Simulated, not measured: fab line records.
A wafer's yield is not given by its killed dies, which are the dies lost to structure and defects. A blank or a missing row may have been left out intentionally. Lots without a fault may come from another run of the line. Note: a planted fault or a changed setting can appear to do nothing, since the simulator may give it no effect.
fab line records :: flow sky130
[record]
  lots = 6
  wafers = 18
  last-day = 50
route steps=708 shown RES_XHIGH@341 SD_N@342
lots that met no fault: from a run of the same line without faults
start-h: the number of hours between the record's first day and the start of the first shown wafer of the lot :: wait-h: time in hours since the lot's previous step :: " the same as in the row above :: L1.1+2: a single row standing in for several wafers :: - no value, or no start given :: * or withheld: withheld :: < > ~ a bound
route shown NAME@n: NAME is a module with steps in the file, n the number in the route of the first one :: usual: mean/standard deviation of fault-free wafers :: same: alike in all rows :: chamber/n: place in a boat :: sites: each site's reading :: _std_site: the values' standard deviation :: _edge_site: outer sites' mean less inner sites' :: radius-mm: how far each site lies from the wafer's centre :: mask NAME#n: copy n :: behind: the tool/chamber that last shaped the wafer :: hold: reason for holding the lot/hours on hold/outcome of the hold :: device: transistor that didn't switch, given as n, p or np :: end of line: the route-end tests of the same wafers :: a step with no rows: only its recipe :: killed: dies that structure and defects cost at the first sort, which is not the same as the wafer's yield :: map: the dies of a wafer, with x for killed, . for not killed, _ for no die there
set.NAME: the setting as run; set.NAME@STEP: as run at that earlier step :: model.NAME: the simulator's own value behind a step, which no gauge read
certain route steps with their lots: each step a table, each wafer a row
services: the hour from which a tool's chamber was out of use, counted from the record's first day as start-h (under 0 if before that day), plus the number of hours and why
[[steps]]
[step SKY_RES_XHIGH_TW_MEAS_09]
[usual]
  RES_XHIGH_TW = 1633/15
lot.wafer: L355.1
tool: film-metro-03
chamber: -
start-h: 660.87
wait-h: 0.1
RES_XHIGH_TW: 1605

lot.wafer: L355.2
tool: film-metro-03
chamber: -
start-h: 660.87
wait-h: 0.1
RES_XHIGH_TW: 1602

lot.wafer: L355.6
tool: film-metro-03
chamber: -
start-h: 660.87
wait-h: 0.1
RES_XHIGH_TW: 1606

lot.wafer: L359.1
tool: film-metro-04
chamber: -
start-h: 684.61
wait-h: 0.1
RES_XHIGH_TW: 1651

lot.wafer: L359.4
tool: film-metro-04
chamber: -
start-h: 684.61
wait-h: 0.1
RES_XHIGH_TW: 1640

lot.wafer: L359.6
tool: film-metro-04
chamber: -
start-h: 684.61
wait-h: 0.1
RES_XHIGH_TW: 1646

lot.wafer: L363.2
tool: film-metro-03
chamber: -
start-h: 715.90
wait-h: 0.1
RES_XHIGH_TW: 1620

lot.wafer: L363.3
tool: film-metro-03
chamber: -
start-h: 715.90
wait-h: 0.1
RES_XHIGH_TW: 1607

lot.wafer: L363.4
tool: film-metro-03
chamber: -
start-h: 715.90
wait-h: 0.1
RES_XHIGH_TW: 1613

lot.wafer: L364.1
tool: film-metro-04
chamber: -
start-h: 719.32
wait-h: 0.1
RES_XHIGH_TW: 1642

lot.wafer: L364.3
tool: film-metro-04
chamber: -
start-h: 719.32
wait-h: 0.1
RES_XHIGH_TW: 1640

lot.wafer: L364.4
tool: film-metro-04
chamber: -
start-h: 719.32
wait-h: 0.1
RES_XHIGH_TW: 1642

lot.wafer: L369.2
tool: film-metro-03
chamber: -
start-h: 748.50
wait-h: 0.1
RES_XHIGH_TW: 1615

lot.wafer: L369.4
tool: film-metro-03
chamber: -
start-h: 748.50
wait-h: 0.1
RES_XHIGH_TW: 1614

lot.wafer: L369.5
tool: film-metro-03
chamber: -
start-h: 748.50
wait-h: 0.1
RES_XHIGH_TW: 1615

lot.wafer: L375.2
tool: film-metro-04
chamber: -
start-h: 793.85
wait-h: 0.1
RES_XHIGH_TW: 1648

lot.wafer: L375.5
tool: film-metro-04
chamber: -
start-h: 793.85
wait-h: 0.1
RES_XHIGH_TW: 1642

lot.wafer: L375.6
tool: film-metro-04
chamber: -
start-h: 793.85
wait-h: 0.1
RES_XHIGH_TW: 1639
[step SKY_SD_N_DEHYDRATE_00]
[recipe]
  temp-c = 200
  time-s = 60
[step SKY_SD_N_HMDS_01]
[recipe]
  prime-time-s = 60
  prime-temp-c = 120
[step SKY_SD_N_COAT_02]
[recipe]
  resist = NOVOLAK
  spin-rpm = 3000
  resist-thk-nm = 1140
[step SKY_SD_N_SOFTBAKE_03]
[recipe]
  temp-c = 90
  time-s = 60
  resist = NOVOLAK
[step SKY_SD_N_EXPOSE_04]
[recipe]
  mask-id = NSDM
  na = 0.6
  source-shape = conventional
  sigma-outer = 0.6
  polarization = unpolarized
  target-cd-nm = 380
  dose-mj = 141
[step SKY_SD_N_PEB_05]
[recipe]
  temp-c = withheld
  time-s = *
  resist = NOVOLAK
[step SKY_SD_N_DEVELOP_06]
[recipe]
  resist = NOVOLAK
  developer = TMAH
  develop-time-s = 60
  dev-temp-c = 23
[step SKY_SD_N_CD_MEAS_07]
[recipe]
  target-cd-nm = 380
[usual]
  cd-nm = 380.7/2.2
lot.wafer: L355.1
tool: cd-sem-02
chamber: -
start-h: 688.58
wait-h: 0.1
cd-nm: 381.9

lot.wafer: L355.2
tool: cd-sem-02
chamber: -
start-h: 688.58
wait-h: 0.1
cd-nm: 381.3

lot.wafer: L355.6
tool: cd-sem-02
chamber: -
start-h: 688.58
wait-h: 0.1
cd-nm: 383.0

lot.wafer: L359.1
tool: cd-sem-01
chamber: -
start-h: 711.63
wait-h: 0.1
cd-nm: 377.0

lot.wafer: L359.4
tool: cd-sem-01
chamber: -
start-h: 711.63
wait-h: 0.1
cd-nm: 375.5

lot.wafer: L359.6
tool: cd-sem-01
chamber: -
start-h: 711.63
wait-h: 0.1
cd-nm: 377.4

lot.wafer: L363.2
tool: cd-sem-02
chamber: -
start-h: 742.83
wait-h: 0.1
cd-nm: 381.2

lot.wafer: L363.3
tool: cd-sem-02
chamber: -
start-h: 742.83
wait-h: 0.1
cd-nm: 381.8

lot.wafer: L363.4
tool: cd-sem-02
chamber: -
start-h: 742.83
wait-h: 0.1
cd-nm: 379.2

lot.wafer: L364.1
tool: cd-sem-02
chamber: -
start-h: 746.82
wait-h: 0.1
cd-nm: 379.4

lot.wafer: L364.3
tool: cd-sem-02
chamber: -
start-h: 746.82
wait-h: 0.1
cd-nm: 380.5

lot.wafer: L364.4
tool: cd-sem-02
chamber: -
start-h: 746.82
wait-h: 0.1
cd-nm: 380.7

lot.wafer: L369.2
tool: cd-sem-02
chamber: -
start-h: 774.80
wait-h: 0.1
cd-nm: 379.7

lot.wafer: L369.4
tool: cd-sem-02
chamber: -
start-h: 774.80
wait-h: 0.1
cd-nm: 377.0

lot.wafer: L369.5
tool: cd-sem-02
chamber: -
start-h: 774.80
wait-h: 0.1
cd-nm: 380.9

lot.wafer: L375.2
tool: cd-sem-01
chamber: -
start-h: 819.90
wait-h: 0.1
cd-nm: 383.4

lot.wafer: L375.5
tool: cd-sem-01
chamber: -
start-h: 819.90
wait-h: 0.1
cd-nm: 381.1

lot.wafer: L375.6
tool: cd-sem-01
chamber: -
start-h: 819.90
wait-h: 0.1
cd-nm: 382.6
[step SKY_SD_N_OVL_MEAS_08]
[usual]
  SD_N_OVL = 0.9/1.3
lot.wafer: L355.1
tool: overlay-01
chamber: -
start-h: 688.70
wait-h: 0.1
SD_N_OVL[nm]: -0.4

lot.wafer: L355.2
tool: overlay-01
chamber: -
start-h: 688.70
wait-h: 0.1
SD_N_OVL[nm]: 2.1

lot.wafer: L355.6
tool: overlay-01
chamber: -
start-h: 688.70
wait-h: 0.1
SD_N_OVL[nm]: 0.0

lot.wafer: L359.1
tool: overlay-01
chamber: -
start-h: 711.75
wait-h: 0.1
SD_N_OVL[nm]: -0.8

lot.wafer: L359.4
tool: overlay-01
chamber: -
start-h: 711.75
wait-h: 0.1
SD_N_OVL[nm]: 1.7

lot.wafer: L359.6
tool: overlay-01
chamber: -
start-h: 711.75
wait-h: 0.1
SD_N_OVL[nm]: 1.1

lot.wafer: L363.2
tool: overlay-02
chamber: -
start-h: 742.94
wait-h: 0.1
SD_N_OVL[nm]: 2.5

lot.wafer: L363.3
tool: overlay-02
chamber: -
start-h: 742.94
wait-h: 0.1
SD_N_OVL[nm]: -0.3

lot.wafer: L363.4
tool: overlay-02
chamber: -
start-h: 742.94
wait-h: 0.1
SD_N_OVL[nm]: 1.2

lot.wafer: L364.1
tool: overlay-02
chamber: -
start-h: 746.94
wait-h: 0.1
SD_N_OVL[nm]: 1.2

lot.wafer: L364.3
tool: overlay-02
chamber: -
start-h: 746.94
wait-h: 0.1
SD_N_OVL[nm]: 0.8

lot.wafer: L364.4
tool: overlay-02
chamber: -
start-h: 746.94
wait-h: 0.1
SD_N_OVL[nm]: 0.9

lot.wafer: L369.2
tool: overlay-02
chamber: -
start-h: 774.91
wait-h: 0.1
SD_N_OVL[nm]: 1.1

lot.wafer: L369.4
tool: overlay-02
chamber: -
start-h: 774.91
wait-h: 0.1
SD_N_OVL[nm]: 0.4

lot.wafer: L369.5
tool: overlay-02
chamber: -
start-h: 774.91
wait-h: 0.1
SD_N_OVL[nm]: 0.8

lot.wafer: L375.2
tool: overlay-02
chamber: -
start-h: 820.01
wait-h: 0.1
SD_N_OVL[nm]: 1.2

lot.wafer: L375.5
tool: overlay-02
chamber: -
start-h: 820.01
wait-h: 0.1
SD_N_OVL[nm]: 1.5

lot.wafer: L375.6
tool: overlay-02
chamber: -
start-h: 820.01
wait-h: 0.1
SD_N_OVL[nm]: 2.3
[step SKY_SD_N_IMPLANT_09]
[recipe]
  species = As
  energy-kev = 50
  dose-cm2 = 4e+15
  tilt-deg = 0
[step SKY_SD_N_IMPLANT_10]
[recipe]
  species = P
  energy-kev = 20
  dose-cm2 = 1e+14
  tilt-deg = 0
[step SKY_SD_N_STRIP_11]
[recipe]
  chemistry = O2/N2
  power-w = 1400
  pressure-mtorr = 1500
  platen-temp-c = withheld
  o2-flow-sccm = 3000
  n2-flow-sccm = 300
  overash-fraction = 0.5
[usual]
  chamber-pressure-mTorr = 1499.9/1.3
  drypump-motor-current-A = 5.6/0.33
  oes-product-au = 0.527/0.0049
  strip-time-to-endpoint-s = 22.56/0.04
lot.wafer: L355.1
tool: plasma-asher-02
chamber: 1
start-h: 689.04
wait-h: 0.1
chamber-pressure-mTorr: 1501.6
drypump-motor-current-A: 6.0
oes-product-au: 0.528
rf-hours-counter-h: 24
strip-time-to-endpoint-s: 22.63
model.NOVOLAK_of_SD_N_COAT_02.thk-nm: 0

lot.wafer: L355.2
tool: plasma-asher-02
chamber: 0
start-h: 689.04
wait-h: 0.1
chamber-pressure-mTorr: 1500.1
drypump-motor-current-A: 5.4
oes-product-au: 0.540
rf-hours-counter-h: 24
strip-time-to-endpoint-s: 22.62
model.NOVOLAK_of_SD_N_COAT_02.thk-nm: 0

lot.wafer: L355.6
tool: plasma-asher-02
chamber: 0
start-h: 689.04
wait-h: 0.1
chamber-pressure-mTorr: 1497.9
drypump-motor-current-A: 5.4
oes-product-au: 0.530
rf-hours-counter-h: -
strip-time-to-endpoint-s: 22.60
model.NOVOLAK_of_SD_N_COAT_02.thk-nm: 0

lot.wafer: L359.1
tool: plasma-asher-04
chamber: 1
start-h: 712.09
wait-h: 0.1
chamber-pressure-mTorr: 1498.6
drypump-motor-current-A: 5.9
oes-product-au: 0.532
rf-hours-counter-h: 105
strip-time-to-endpoint-s: 22.54
model.NOVOLAK_of_SD_N_COAT_02.thk-nm: 0

lot.wafer: L359.4
tool: plasma-asher-04
chamber: 0
start-h: 712.09
wait-h: 0.1
chamber-pressure-mTorr: 1503.4
drypump-motor-current-A: 5.4
oes-product-au: 0.525
rf-hours-counter-h: -
strip-time-to-endpoint-s: 22.52
model.NOVOLAK_of_SD_N_COAT_02.thk-nm: 0

lot.wafer: L359.6
tool: plasma-asher-04
chamber: 1
start-h: 712.09
wait-h: 0.1
chamber-pressure-mTorr: 1500.7
drypump-motor-current-A: 5.9
oes-product-au: 0.526
rf-hours-counter-h: -
strip-time-to-endpoint-s: 22.47
model.NOVOLAK_of_SD_N_COAT_02.thk-nm: 0

lot.wafer: L363.2
tool: plasma-asher-04
chamber: 1
start-h: 743.27
wait-h: 0.1
chamber-pressure-mTorr: -
drypump-motor-current-A: -
oes-product-au: -
rf-hours-counter-h: -
strip-time-to-endpoint-s: -
model.NOVOLAK_of_SD_N_COAT_02.thk-nm: 1142

lot.wafer: L363.3
tool: plasma-asher-04
chamber: 1
start-h: 743.27
wait-h: 0.1
chamber-pressure-mTorr: -
drypump-motor-current-A: -
oes-product-au: -
rf-hours-counter-h: -
strip-time-to-endpoint-s: -
model.NOVOLAK_of_SD_N_COAT_02.thk-nm: 1144

lot.wafer: L363.4
tool: plasma-asher-04
chamber: 0
start-h: 743.27
wait-h: 0.1
chamber-pressure-mTorr: -
drypump-motor-current-A: -
oes-product-au: -
rf-hours-counter-h: -
strip-time-to-endpoint-s: -
model.NOVOLAK_of_SD_N_COAT_02.thk-nm: 1144

lot.wafer: L364.1
tool: plasma-asher-04
chamber: 1
start-h: 747.27
wait-h: 0.1
chamber-pressure-mTorr: -
drypump-motor-current-A: -
oes-product-au: -
rf-hours-counter-h: -
strip-time-to-endpoint-s: -
model.NOVOLAK_of_SD_N_COAT_02.thk-nm: 1139

lot.wafer: L364.3
tool: plasma-asher-04
chamber: 0
start-h: 747.27
wait-h: 0.1
chamber-pressure-mTorr: -
drypump-motor-current-A: -
oes-product-au: -
rf-hours-counter-h: -
strip-time-to-endpoint-s: -
model.NOVOLAK_of_SD_N_COAT_02.thk-nm: 1135

lot.wafer: L364.4
tool: plasma-asher-04
chamber: 1
start-h: 747.27
wait-h: 0.1
chamber-pressure-mTorr: -
drypump-motor-current-A: -
oes-product-au: -
rf-hours-counter-h: -
strip-time-to-endpoint-s: -
model.NOVOLAK_of_SD_N_COAT_02.thk-nm: 1140

lot.wafer: L369.2
tool: plasma-asher-03
chamber: 1
start-h: 775.24
wait-h: 0.1
chamber-pressure-mTorr: 1499.2
drypump-motor-current-A: 5.9
oes-product-au: 0.525
rf-hours-counter-h: 101
strip-time-to-endpoint-s: 22.57
model.NOVOLAK_of_SD_N_COAT_02.thk-nm: 0

lot.wafer: L369.4
tool: plasma-asher-03
chamber: 0
start-h: 775.24
wait-h: 0.1
chamber-pressure-mTorr: 1500.2
drypump-motor-current-A: 5.1
oes-product-au: 0.536
rf-hours-counter-h: -
strip-time-to-endpoint-s: 22.55
model.NOVOLAK_of_SD_N_COAT_02.thk-nm: 0

lot.wafer: L369.5
tool: plasma-asher-03
chamber: 0
start-h: 775.24
wait-h: 0.1
chamber-pressure-mTorr: 1500.6
drypump-motor-current-A: 5.1
oes-product-au: 0.532
rf-hours-counter-h: -
strip-time-to-endpoint-s: 22.50
model.NOVOLAK_of_SD_N_COAT_02.thk-nm: 0

lot.wafer: L375.2
tool: plasma-asher-03
chamber: 1
start-h: 820.34
wait-h: 0.1
chamber-pressure-mTorr: 1498.9
drypump-motor-current-A: 5.9
oes-product-au: 0.527
rf-hours-counter-h: 106
strip-time-to-endpoint-s: 22.59
model.NOVOLAK_of_SD_N_COAT_02.thk-nm: 0

lot.wafer: L375.5
tool: plasma-asher-03
chamber: 0
start-h: 820.34
wait-h: 0.1
chamber-pressure-mTorr: 1498.5
drypump-motor-current-A: 5.1
oes-product-au: 0.533
rf-hours-counter-h: -
strip-time-to-endpoint-s: 22.60
model.NOVOLAK_of_SD_N_COAT_02.thk-nm: 0

lot.wafer: L375.6
tool: plasma-asher-03
chamber: 1
start-h: 820.34
wait-h: 0.1
chamber-pressure-mTorr: 1499.0
drypump-motor-current-A: 5.8
oes-product-au: 0.526
rf-hours-counter-h: -
strip-time-to-endpoint-s: 22.57
model.NOVOLAK_of_SD_N_COAT_02.thk-nm: 0
[step SKY_SD_N_TW_MEAS_12]
[usual]
  SD_N_TW = 3972/33
lot.wafer: L355.1
tool: film-metro-03
chamber: -
start-h: 689.14
wait-h: 0.1
SD_N_TW: 3943

lot.wafer: L355.2
tool: film-metro-03
chamber: -
start-h: 689.14
wait-h: 0.1
SD_N_TW: 3938

lot.wafer: L355.6
tool: film-metro-03
chamber: -
start-h: 689.14
wait-h: 0.1
SD_N_TW: 3929

lot.wafer: L359.1
tool: film-metro-04
chamber: -
start-h: 712.19
wait-h: 0.1
SD_N_TW: 3988

lot.wafer: L359.4
tool: film-metro-04
chamber: -
start-h: 712.19
wait-h: 0.1
SD_N_TW: 3988

lot.wafer: L359.6
tool: film-metro-04
chamber: -
start-h: 712.19
wait-h: 0.1
SD_N_TW: 4007

lot.wafer: L363.2
tool: film-metro-02
chamber: -
start-h: 743.38
wait-h: 0.1
SD_N_TW: 4004

lot.wafer: L363.3
tool: film-metro-02
chamber: -
start-h: 743.38
wait-h: 0.1
SD_N_TW: 4014

lot.wafer: L363.4
tool: film-metro-02
chamber: -
start-h: 743.38
wait-h: 0.1
SD_N_TW: 3997

lot.wafer: L364.1
tool: film-metro-03
chamber: -
start-h: 747.37
wait-h: 0.1
SD_N_TW: 3938

lot.wafer: L364.3
tool: film-metro-03
chamber: -
start-h: 747.37
wait-h: 0.1
SD_N_TW: 3932

lot.wafer: L364.4
tool: film-metro-03
chamber: -
start-h: 747.37
wait-h: 0.1
SD_N_TW: 3927

lot.wafer: L369.2
tool: film-metro-02
chamber: -
start-h: 775.35
wait-h: 0.1
SD_N_TW: 3941

lot.wafer: L369.4
tool: film-metro-02
chamber: -
start-h: 775.35
wait-h: 0.1
SD_N_TW: 3931

lot.wafer: L369.5
tool: film-metro-02
chamber: -
start-h: 775.35
wait-h: 0.1
SD_N_TW: 3933

lot.wafer: L375.2
tool: film-metro-02
chamber: -
start-h: 820.45
wait-h: 0.1
SD_N_TW: 3967

lot.wafer: L375.5
tool: film-metro-02
chamber: -
start-h: 820.45
wait-h: 0.1
SD_N_TW: 3972

lot.wafer: L375.6
tool: film-metro-02
chamber: -
start-h: 820.45
wait-h: 0.1
SD_N_TW: 3966
[[services]]
tool: plasma-asher-04
chamber: -
start-h: 733.75
hours: 9.0
kind: pm

tool: plasma-asher-04
chamber: 0
start-h: 733.75
hours: 9.0
kind: vent-cycle

tool: plasma-asher-04
chamber: 1
start-h: 733.75
hours: 9.0
kind: vent-cycle

tool: plasma-asher-04
chamber: 0
start-h: 742.75
hours: -
kind: clean

tool: plasma-asher-04
chamber: 1
start-h: 742.75
hours: -
kind: clean

tool: plasma-asher-03
chamber: -
start-h: 764.58
hours: 2.8
kind: pm

tool: plasma-asher-04
chamber: -
start-h: 795.17
hours: 9.1
kind: repair
[[key]]
[first-sign]
  step = SKY_SD_N_STRIP_11
  reading = tool-record
  direction = missing
effect none on later readings
[model-effect]
  step = SKY_SD_N_STRIP_11
  value = NOVOLAK_of_SD_N_COAT_02.thk-nm
  without = 0
  struck = 1141
met-at SKY_SD_N_STRIP_11
struck-wafers L363.2,L363.3,L363.4,L364.1,L364.3,L364.4
later-rows-left-out L363.2,L363.3,L363.4,L364.1,L364.3,L364.4
sort-left-out L363.2,L363.3,L363.4,L364.1,L364.3,L364.4
tester-left-out L363,L364
onset-between 712.09 743.27
[fault]
  kind = skipped-step-whole
  tool = plasma-asher-04
  chamber = -
  onset-h = 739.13
  steps = SKY_SD_N_STRIP_11
  scope = struck-lots-only
// tester-left-out: of these lots the tester's yield and bins aren't shown, on N5 and GAA mostly nor the transistor test; their killed dies are dies lost to structure and defects alone, not to doping, threshold or leakage, so they don't give the yield
// sort-left-out: the simulated sort isn't trusted on such a fault, so these wafers' sort isn't shown, and their yield isn't known
// later-rows-left-out: the simulator's readings of these wafers behind a module that went badly wrong aren't trusted and aren't shown, but for the sort
